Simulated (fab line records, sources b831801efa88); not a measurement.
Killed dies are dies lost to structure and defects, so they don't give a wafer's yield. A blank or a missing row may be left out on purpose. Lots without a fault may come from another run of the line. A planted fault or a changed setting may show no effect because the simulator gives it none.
Chamber matching | flow gf180mcu | GF_POLY_GATE_ETCH_13 on rie_si-01: 3 sister chambers
The step etches poly-Si in HBr/Cl2, stops on SiO2, target depth 198.5 nm, time 69.6 s. 3 wafers are shown with their chamber, then 5 later ones without.

WAFERS WITH THEIR CHAMBER
wafer  | chamber | drypump_motor_current_A (A)
L169.4 | 1       | 5.10
L177.1 | 0       | 5.82
L177.3 | 3       | 5.68

WAFERS WITHOUT THEIR CHAMBER
wafer  | drypump_motor_current_A (A)
L177.6 | 5.70
L179.3 | 5.68
L179.5 | 5.69
L185.3 | 5.70
L185.6 | 5.70

WHICH CHAMBER EACH WENT THROUGH
wafer  | from the rows above | in truth
L177.6 | 3                   | 3
L179.3 | 3                   | 3
L179.5 | 3                   | 3
L185.3 | 3                   | 3
L185.6 | 3                   | 3
Placed correctly: 5 of 5. Can't be placed from these rows: 0. Placed wrongly: 0.
How it was worked out, from the rows above alone: a wafer's distance from a chamber is the root of the sum, over the readings, of the square of ((its reading less the chamber's mean) divided by the reading's scatter). The wafer belongs to the nearest chamber; if the next one is less than 2 further off, it can't be placed. A chamber's mean is the mean of its shown wafers. The scatter: with one shown wafer a chamber, the root of the mean of the squares of how far each hidden wafer lies from its nearest shown one.
